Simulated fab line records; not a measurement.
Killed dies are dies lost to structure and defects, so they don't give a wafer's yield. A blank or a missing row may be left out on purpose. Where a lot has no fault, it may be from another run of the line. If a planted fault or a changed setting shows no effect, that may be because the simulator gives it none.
fab line records + flow sky130
[record]
- lots = 6
- wafers = 18
- lastDay = 49
route steps=708 shown SPACER@305 POLY_CUT@307
lots untouched by any fault: they come from a run of this same line in which no faults occurred
startH: start of the lot's first displayed wafer, in hours after the record's first day + waitH: how many hours have passed since the lot's step before this one + " as in the row above + L1.1+2: a row that stands for several wafers + - no value, or no start given + * or withheld: withheld + < > ~ a bound
route shown NAME@n: names a module that has steps shown in the file, with the first one's number in the route + usual: mean and standard deviation over wafers with no fault + same: alike in all rows + chamber/n: place in a boat + sites: readings site by site + _std_site: how widely they spread, as a standard deviation + _edge_site: outer sites' mean less inner sites' + radiusMm: for every site, how far away it sits from the centre of the wafer + mask NAME#n: copy n + behind: the last tool/chamber to shape the wafer + hold: reason for holding the lot/hours on hold/outcome of the hold + device: the transistor (n, p or np) that didn't switch + end of line: at the end of the route, the tests of the same wafers + step lacking rows: just its recipe + killed: the dies lost at the first sort to structure and to defects; this is not the yield of the wafer + map: shows each die of a wafer: x if killed, . if not, _ if none is there
set.NAME: the setting the step ran with; set.NAME@STEP: the setting that earlier step ran with + model.NAME: the simulator's own value behind a step, which no gauge read
lots at some steps of the route; a table a step, a row a wafer
services: a tool's chamber out of use, with start hour (startH, from the record's first day; less than 0 if before it), hours out, and reason
[[steps]]
[step SKY_SPACER_THK_MEAS_01]
[recipe]
- reads = Si3N4_of_SPACER_CVD_00
[usual]
- SPACER_CVD_00_THK = 43.2/0.36
| lot.wafer | tool         | chamber | startH | waitH | SPACER_CVD_00_THK[nm] |
|-----------|--------------|---------|--------|-------|-----------------------|
| L187.1    | filmMetro-03 | -       | 567.52 | 0.0   | 42.8                  |
| L187.2    | "            | -       | "      | "     | 43.4                  |
| L187.3    | "            | -       | "      | "     | 42.8                  |
| L188.1    | filmMetro-03 | -       | 584.71 | 0.0   | 43.1                  |
| L188.5    | "            | -       | "      | "     | 43.2                  |
| L188.6    | "            | -       | "      | "     | 43.0                  |
| L190.1    | filmMetro-03 | -       | 606.36 | 0.0   | 43.5                  |
| L190.2    | "            | -       | "      | "     | 43.6                  |
| L190.6    | "            | -       | "      | "     | 43.6                  |
| L191.1    | filmMetro-03 | -       | 607.60 | 0.0   | 43.7                  |
| L191.5    | "            | -       | "      | "     | 43.2                  |
| L191.6    | "            | -       | "      | "     | 43.5                  |
| L199.1    | filmMetro-04 | -       | 664.64 | 0.0   | 43.4                  |
| L199.3    | "            | -       | "      | "     | 43.3                  |
| L199.5    | "            | -       | "      | "     | 43.4                  |
| L203.2    | filmMetro-04 | -       | 693.48 | 0.0   | 42.9                  |
| L203.4    | "            | -       | "      | "     | 43.1                  |
| L203.5    | "            | -       | "      | "     | 43.6                  |
[step SKY_SPACER_ETCHBACK_02]
[recipe]
- chemistry = CH3F/O2
- target = Si3N4
- stopOn = SiO2
- sourceW = 400
- biasW = 80
- pressureMtorr = 25
- ch3fFlowSccm = 40
- O2_flow_sccm = 30
- timeS = 46.7
- targetDepthA = 450
[usual]
- O2_flow_sccm = 29.99/0.089
- drypumpMotorCurrentA = 5.8/0.5
- oesProductAu = 0.856/0.0065
- throttleValvePct = 10.563/0.0096
| lot.wafer | tool       | chamber | startH | waitH | O2_flow_sccm | drypumpMotorCurrentA | oesProductAu | rfHoursCounterH | throttleValvePct |
|-----------|------------|---------|--------|-------|--------------|----------------------|--------------|-----------------|------------------|
| L187.1    | rieDiel-04 | 1       | 567.58 | 0.1   | 30.06        | 6.0                  | 0.842        | 8               | 10.557           |
| L187.2    | "          | 2       | "      | "     | 30.07        | 5.5                  | 0.863        | 17              | 10.555           |
| L187.3    | "          | 0       | "      | "     | 30.06        | 5.2                  | 0.846        | 25              | 10.565           |
| L188.1    | rieDiel-04 | 3       | 584.77 | 0.1   | 30.00        | 6.2                  | 0.861        | 13              | 10.548           |
| L188.5    | "          | 0       | "      | "     | 30.03        | 5.3                  | 0.859        | -               | 10.563           |
| L188.6    | "          | 1       | "      | "     | 30.06        | 6.0                  | 0.858        | -               | 10.574           |
| L190.1    | rieDiel-02 | 1       | 606.42 | 0.1   | 29.87        | 5.9                  | 0.857        | 3               | 10.583           |
| L190.2    | "          | 2       | "      | "     | 30.09        | 5.0                  | 0.864        | 14              | 10.568           |
| L190.6    | "          | 3       | "      | "     | 29.96        | 5.7                  | 0.860        | -               | 10.572           |
| L191.1    | rieDiel-03 | 1       | 607.66 | 0.1   | 29.87        | 5.7                  | 0.863        | 39              | 10.559           |
| L191.5    | "          | 1       | "      | "     | 29.89        | 5.7                  | 0.856        | -               | 10.554           |
| L191.6    | "          | 2       | "      | "     | 30.17        | 5.5                  | 0.860        | -               | 10.562           |
| L199.1    | rieDiel-04 | 1       | 664.70 | 0.1   | 29.91        | 6.0                  | 0.858        | 10              | 10.573           |
| L199.3    | "          | 2       | "      | "     | 30.05        | 5.5                  | 0.861        | 19              | 10.566           |
| L199.5    | "          | 3       | "      | "     | 30.04        | 6.3                  | 0.850        | -               | 10.568           |
| L203.2    | rieDiel-04 | 3       | 693.53 | 0.0   | 30.13        | 6.2                  | 0.857        | 15              | 10.564           |
| L203.4    | "          | 1       | "      | "     | 30.12        | 6.0                  | 0.854        | 10              | 10.576           |
| L203.5    | "          | 3       | "      | "     | 30.11        | 6.2                  | 0.856        | -               | 10.569           |
[step SKY_POLY_CUT_DEHYDRATE_00]
[recipe]
- tempC = 200
- timeS = 60
[step SKY_POLY_CUT_HMDS_01]
[recipe]
- primeTimeS = 60
- primeTempC = 120
[step SKY_POLY_CUT_COAT_02]
[recipe]
- resist = BARC
- tempC = withheld
- timeS = withheld
- spinRpm = 3000
- resistThkNm = 60
[step SKY_POLY_CUT_COAT_03]
[recipe]
- resist = KrF-thick
- spinRpm = 3000
- resistThkNm = 450
[step SKY_POLY_CUT_SOFTBAKE_04]
[recipe]
- tempC = 100
- timeS = 90
- resist = KrF-thick
[step SKY_POLY_CUT_EXPOSE_05]
[recipe]
- maskId = NPCM
- na = 0.8
- sourceShape = annular
- sigmaInner = 0.55
- sigmaOuter = 0.85
- targetCdNm = 270
- doseMj = 32
[step SKY_POLY_CUT_PEB_06]
[recipe]
- pebTempC = withheld
- pebTimeS = withheld
- resist = KrF-thick
[step SKY_POLY_CUT_DEVELOP_07]
[recipe]
- developTimeS = 60
- resist = KrF-thick
- devTempC = 21
[step SKY_POLY_CUT_CD_MEAS_08]
[recipe]
- targetCdNm = 270
[usual]
- cdNm = 269.8/1.3
| lot.wafer | tool     | chamber | startH | waitH | cdNm  |
|-----------|----------|---------|--------|-------|-------|
| L187.1    | cdSem-01 | -       | 597.88 | -     | 270.3 |
| L187.2    | "        | -       | "      | "     | 269.6 |
| L187.3    | "        | -       | "      | "     | 271.4 |
| L188.1    | cdSem-01 | -       | 613.96 | -     | 271.0 |
| L188.5    | "        | -       | "      | "     | 270.0 |
| L188.6    | "        | -       | "      | "     | 270.2 |
| L190.1    | cdSem-01 | -       | 634.85 | -     | 270.1 |
| L190.2    | "        | -       | "      | "     | 269.1 |
| L190.6    | "        | -       | "      | "     | 270.3 |
| L191.1    | cdSem-01 | -       | 636.75 | -     | 272.7 |
| L191.5    | "        | -       | "      | "     | 271.9 |
| L191.6    | "        | -       | "      | "     | 272.8 |
| L199.1    | cdSem-02 | -       | 693.03 | -     | 268.8 |
| L199.3    | "        | -       | "      | "     | 266.4 |
| L199.5    | "        | -       | "      | "     | 268.6 |
| L203.2    | cdSem-01 | -       | 720.87 | -     | 270.7 |
| L203.4    | "        | -       | "      | "     | 271.0 |
| L203.5    | "        | -       | "      | "     | 270.2 |
[step SKY_POLY_CUT_OVL_MEAS_09]
[usual]
- POLY_CUT_OVL = -5/5.1
| lot.wafer | tool       | chamber | startH | waitH | POLY_CUT_OVL[nm] |
|-----------|------------|---------|--------|-------|------------------|
| L187.1    | overlay-02 | -       | 598.00 | 0.1   | -3               |
| L187.2    | "          | -       | "      | "     | -7               |
| L187.3    | "          | -       | "      | "     | 6                |
| L188.1    | overlay-02 | -       | 614.08 | 0.1   | 0                |
| L188.5    | "          | -       | "      | "     | -10              |
| L188.6    | "          | -       | "      | "     | -11              |
| L190.1    | overlay-02 | -       | 634.97 | 0.1   | -6               |
| L190.2    | "          | -       | "      | "     | 1                |
| L190.6    | "          | -       | "      | "     | 3                |
| L191.1    | overlay-01 | -       | 636.87 | 0.1   | -6               |
| L191.5    | "          | -       | "      | "     | -14              |
| L191.6    | "          | -       | "      | "     | -11              |
| L199.1    | overlay-01 | -       | 693.15 | 0.1   | -6               |
| L199.3    | "          | -       | "      | "     | -4               |
| L199.5    | "          | -       | "      | "     | -9               |
| L203.2    | overlay-01 | -       | 720.98 | 0.1   | -7               |
| L203.4    | "          | -       | "      | "     | -10              |
| L203.5    | "          | -       | "      | "     | -12              |
[step SKY_POLY_CUT_ETCH_10]
[recipe]
- chemistry = N2/H2
- target = BARC
- ionEnergyEv = 200
- sourceW = 500
- biasW = 100
- pressureMtorr = 30
- n2FlowSccm = 100
- h2FlowSccm = 200
- stopOn = SiO2
- timeS = 45.9
- targetDepthA = 600
[usual]
- biasW = 100.01/0.29
- chamberPressureMTorr = 29.997/0.026
- drypumpMotorCurrentA = 5.7/0.61
- oesProductAu = 0.855/0.005
- throttleValvePct = 13.225/0.0085
| lot.wafer | tool       | chamber | startH | waitH | biasW  | chamberPressureMTorr | drypumpMotorCurrentA | oesProductAu | rfHoursCounterH | throttleValvePct | model.KrF-thick_of_POLY_CUT_COAT_03.thkNm |
|-----------|------------|---------|--------|-------|--------|----------------------|----------------------|--------------|-----------------|------------------|-------------------------------------------|
| L187.1    | rieDiel-04 | 3       | 598.04 | 0.0   | -      | -                    | -                    | -            | -               | -                | 435.2                                     |
| L187.2    | "          | 2       | "      | "     | -      | -                    | -                    | -            | -               | -                | 436.4                                     |
| L187.3    | "          | 0       | "      | "     | -      | -                    | -                    | -            | -               | -                | 437                                       |
| L188.1    | rieDiel-01 | 2       | 614.12 | 0.0   | -      | -                    | -                    | -            | -               | -                | 435.4                                     |
| L188.5    | "          | 1       | "      | "     | -      | -                    | -                    | -            | -               | -                | 434.6                                     |
| L188.6    | "          | 0       | "      | "     | -      | -                    | -                    | -            | -               | -                | 436                                       |
| L190.1    | rieDiel-01 | 2       | 635.01 | 0.0   | 99.86  | 29.976               | 6.7                  | 0.858        | 3               | 13.218           | 411.2                                     |
| L190.2    | "          | 1       | "      | "     | 100.13 | 29.990               | 4.8                  | 0.856        | 64              | 13.224           | 410.1                                     |
| L190.6    | "          | 2       | "      | "     | 99.68  | 29.984               | 6.7                  | 0.854        | -               | 13.226           | 410.6                                     |
| L191.1    | rieDiel-02 | 3       | 636.91 | 0.0   | 99.89  | 29.968               | 5.7                  | 0.858        | 48              | 13.227           | 411                                       |
| L191.5    | "          | 2       | "      | "     | 100.04 | 29.999               | 5.0                  | 0.849        | -               | 13.232           | 409.5                                     |
| L191.6    | "          | 3       | "      | "     | 99.92  | 29.946               | 5.7                  | 0.864        | -               | 13.205           | 408.9                                     |
| L199.1    | rieDiel-01 | 0       | 693.19 | 0.0   | 99.62  | 29.986               | 5.6                  | 0.855        | 4               | 13.230           | 408.4                                     |
| L199.3    | "          | 1       | "      | "     | 100.30 | 29.998               | 4.8                  | 0.853        | 0               | 13.222           | 408.9                                     |
| L199.5    | "          | 1       | "      | "     | 100.11 | 30.010               | 4.8                  | 0.844        | -               | 13.221           | 409.4                                     |
| L203.2    | rieDiel-04 | 1       | 721.01 | 0.0   | 100.22 | 30.033               | 6.0                  | 0.860        | 10              | 13.229           | 409.2                                     |
| L203.4    | "          | 3       | "      | "     | 99.60  | 30.003               | 6.3                  | 0.853        | 16              | 13.222           | 410.1                                     |
| L203.5    | "          | 0       | "      | "     | 100.58 | 30.025               | 5.3                  | 0.854        | -               | 13.236           | 409.9                                     |
[step SKY_POLY_CUT_ETCH_11]
[recipe]
- target = Si3N4
- chemistry = CF4/CH2F2/Ar
- stopOn = poly-Si
- sourceW = 600
- biasW = 150
- pressureMtorr = 40
- cf4FlowSccm = 40
- ch2f2FlowSccm = 20
- Ar_flow_sccm = 150
- timeS = 42.5
- targetDepthA = 600
[usual]
- biasW = 150.0/0.43
- cf4FlowSccm = 39.99/0.12
- drypumpMotorCurrentA = 5.7/0.61
- mfcArSccm = 150.1/0.5
- oesProductAu = 0.829/0.0061
- throttleValvePct = 14.995/0.008
| lot.wafer | tool       | chamber | startH | waitH | biasW | cf4FlowSccm | drypumpMotorCurrentA | mfcArSccm | oesProductAu | rfHoursCounterH | throttleValvePct |
|-----------|------------|---------|--------|-------|-------|-------------|----------------------|-----------|--------------|-----------------|------------------|
| L187.1    | rieDiel-04 | 3       | 598.08 | 0.0   | 150.1 | 40.04       | 6.3                  | 150.1     | 0.372        | 14              | 14.955           |
| L187.2    | "          | 2       | "      | "     | 151.5 | 39.98       | 5.5                  | 150.2     | 0.370        | 18              | 14.947           |
| L187.3    | "          | 0       | "      | "     | 149.8 | 39.91       | 5.2                  | 150.9     | 0.368        | 26              | 14.961           |
| L188.1    | rieDiel-01 | 2       | 614.16 | 0.0   | 150.0 | 39.81       | 6.7                  | 148.9     | 0.372        | 3               | 14.955           |
| L188.5    | "          | 1       | "      | "     | 150.3 | 40.01       | 4.8                  | 149.7     | 0.377        | -               | 14.956           |
| L188.6    | "          | 0       | "      | "     | 150.2 | 40.05       | 5.6                  | 150.4     | 0.372        | -               | 14.940           |
| L190.1    | rieDiel-01 | 2       | 635.05 | 0.0   | 150.3 | 39.97       | 6.7                  | 149.7     | 0.834        | 3               | 14.995           |
| L190.2    | "          | 1       | "      | "     | 150.4 | 40.01       | 4.9                  | 150.6     | 0.823        | 64              | 14.992           |
| L190.6    | "          | 2       | "      | "     | 150.1 | 39.96       | 6.7                  | 149.6     | 0.839        | -               | 15.010           |
| L191.1    | rieDiel-02 | 3       | 636.95 | 0.0   | 150.2 | 39.80       | 5.7                  | 149.7     | 0.825        | 48              | 15.007           |
| L191.5    | "          | 2       | "      | "     | 150.1 | 39.95       | 5.0                  | 150.7     | 0.822        | -               | 14.982           |
| L191.6    | "          | 3       | "      | "     | 150.0 | 39.95       | 5.7                  | 149.2     | 0.828        | -               | 14.993           |
| L199.1    | rieDiel-01 | 0       | 693.23 | 0.0   | 150.0 | 40.12       | 5.5                  | 150.8     | 0.831        | 4               | 15.002           |
| L199.3    | "          | 1       | "      | "     | 150.6 | 39.98       | 4.8                  | 150.9     | 0.831        | 0               | 14.984           |
| L199.5    | "          | 1       | "      | "     | 150.2 | 39.88       | 4.8                  | 150.7     | 0.833        | -               | 15.002           |
| L203.2    | rieDiel-04 | 1       | 721.05 | 0.0   | 150.0 | 40.19       | 6.0                  | 150.8     | 0.822        | 10              | 14.990           |
| L203.4    | "          | 3       | "      | "     | 149.7 | 39.82       | 6.3                  | 149.8     | 0.827        | 16              | 15.002           |
| L203.5    | "          | 0       | "      | "     | 149.5 | 39.95       | 5.2                  | 150.6     | 0.823        | -               | 14.991           |
[step SKY_POLY_CUT_STRIP_12]
[recipe]
- chemistry = O2/N2
- powerW = 1400
- pressureMtorr = 1500
- platenTempC = withheld
- o2FlowSccm = 3000
- n2FlowSccm = 300
- overashFraction = 0.5
[usual]
- drypumpMotorCurrentA = 5.6/0.36
- oesProductAu = 0.453/0.005
- stripTimeToEndpointS = 5.367/0.019
| lot.wafer | tool           | chamber | startH | waitH | drypumpMotorCurrentA | oesProductAu | rfHoursCounterH | stripTimeToEndpointS |
|-----------|----------------|---------|--------|-------|----------------------|--------------|-----------------|----------------------|
| L187.1    | plasmaAsher-04 | 1       | 598.12 | 0.0   | 5.8                  | 0.469        | 76              | 5.625                |
| L187.2    | "              | 0       | "      | "     | 5.4                  | 0.468        | 76              | 5.608                |
| L187.3    | "              | 0       | "      | "     | 5.4                  | 0.475        | -               | 5.639                |
| L188.1    | plasmaAsher-03 | 0       | 614.20 | 0.0   | 5.3                  | 0.458        | 18              | 5.630                |
| L188.5    | "              | 0       | "      | "     | 5.2                  | 0.458        | -               | 5.622                |
| L188.6    | "              | 1       | "      | "     | 5.4                  | 0.460        | -               | 5.633                |
| L190.1    | plasmaAsher-03 | 1       | 635.09 | 0.0   | 5.4                  | 0.455        | 20              | 5.395                |
| L190.2    | "              | 0       | "      | "     | 5.2                  | 0.451        | 20              | 5.381                |
| L190.6    | "              | 1       | "      | "     | 5.4                  | 0.453        | -               | 5.380                |
| L191.1    | plasmaAsher-02 | 1       | 636.99 | 0.0   | 5.4                  | 0.455        | 94              | 5.390                |
| L191.5    | "              | 0       | "      | "     | 6.3                  | 0.453        | -               | 5.366                |
| L191.6    | "              | 1       | "      | "     | 5.4                  | 0.460        | -               | 5.362                |
| L199.1    | plasmaAsher-02 | 0       | 693.27 | 0.0   | 6.4                  | 0.460        | 99              | 5.371                |
| L199.3    | "              | 1       | "      | "     | 5.4                  | 0.453        | -               | 5.363                |
| L199.5    | "              | 1       | "      | "     | 5.4                  | 0.451        | -               | 5.369                |
| L203.2    | plasmaAsher-02 | 0       | 721.09 | 0.0   | 6.3                  | 0.455        | 102             | 5.374                |
| L203.4    | "              | 0       | "      | "     | 6.4                  | 0.448        | -               | 5.389                |
| L203.5    | "              | 0       | "      | "     | 6.3                  | 0.450        | -               | 5.386                |
[[services]]
| tool           | chamber | startH | hours | kind   |
|----------------|---------|--------|-------|--------|
| plasmaAsher-04 | -       | 555.81 | 2.4   | repair |
| plasmaAsher-04 | -       | 562.71 | 0.5   | repair |
| rieDiel-01     | 2       | 570.14 | 4.0   | repair |
| rieDiel-02     | 2       | 577.92 | 18.7  | repair |
| rieDiel-04     | 1       | 589.96 | 2.6   | repair |
| rieDiel-03     | 3       | 603.94 | 3.5   | repair |
| rieDiel-04     | 3       | 605.76 | 6.3   | repair |
| rieDiel-02     | 0       | 609.47 | 6.6   | repair |
| plasmaAsher-03 | -       | 611.41 | 1.9   | repair |
| rieDiel-04     | 1       | 613.89 | 9.5   | repair |
| rieDiel-04     | 2       | 619.51 | 3.2   | repair |
| rieDiel-01     | 1       | 620.12 | 10.5  | repair |
| rieDiel-02     | 0       | 622.71 | 15.9  | repair |
| rieDiel-03     | -       | 624.24 | 2.8   | pm     |
| rieDiel-04     | -       | 625.25 | 0.6   | repair |
| rieDiel-04     | -       | 625.60 | 1.3   | repair |
| rieDiel-02     | 3       | 640.49 | 15.3  | repair |
| rieDiel-01     | 3       | 642.09 | 10.2  | repair |
| rieDiel-04     | 1       | 667.47 | 7.7   | repair |
| rieDiel-01     | -       | 676.23 | 2.8   | pm     |
| rieDiel-02     | -       | 684.50 | 1.2   | repair |
| rieDiel-04     | 0       | 695.99 | 4.1   | repair |
| rieDiel-02     | 1       | 716.41 | 4.1   | repair |
| plasmaAsher-03 | -       | 719.11 | 4.5   | repair |
[[key]]
[firstSign]
- step = SKY_POLY_CUT_ETCH_10
- reading = toolRecord
- direction = missing
[effect]
- step = SKY_POLY_CUT_ETCH_11
- reading = oesProductAu
- direction = down
- sigmas = 75
- usual = 0.829
- struck = 0.372
[effect]
- step = SKY_POLY_CUT_STRIP_12
- reading = stripTimeToEndpointS
- direction = up
- sigmas = 14
- usual = *
- struck = *
[modelEffect]
- step = SKY_POLY_CUT_ETCH_10
- value = KrF-thick_of_POLY_CUT_COAT_03.thkNm
- without = 408
- struck = 435.7
metAt SKY_POLY_CUT_ETCH_10
struckWafers L187.1,L187.2,L187.3,L188.1,L188.5,L188.6
laterRowsLeftOut L187.1,L187.2,L187.3,L188.1,L188.5,L188.6
sortLeftOut L187.1,L187.2,L187.3,L188.1,L188.5,L188.6
testerLeftOut L187,L188
[fault]
- kind = skippedStepWhole
- tool = rieDiel-01,rieDiel-04
- chamber = -
- onsetH = 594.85
- steps = SKY_POLY_CUT_ETCH_10
- scope = struckLotsOnly
// testerLeftOut: of these lots the tester's yield and bins aren't shown, on N5 and GAA mostly nor the transistor test; their killed dies are dies lost to structure and defects alone, not to doping, threshold or leakage, so they don't give the yield
// sortLeftOut: the simulated sort isn't trusted on such a fault, so these wafers' sort isn't shown, and their yield isn't known
// laterRowsLeftOut: the simulator's readings of these wafers behind a module that went badly wrong aren't trusted and aren't shown, but for the sort
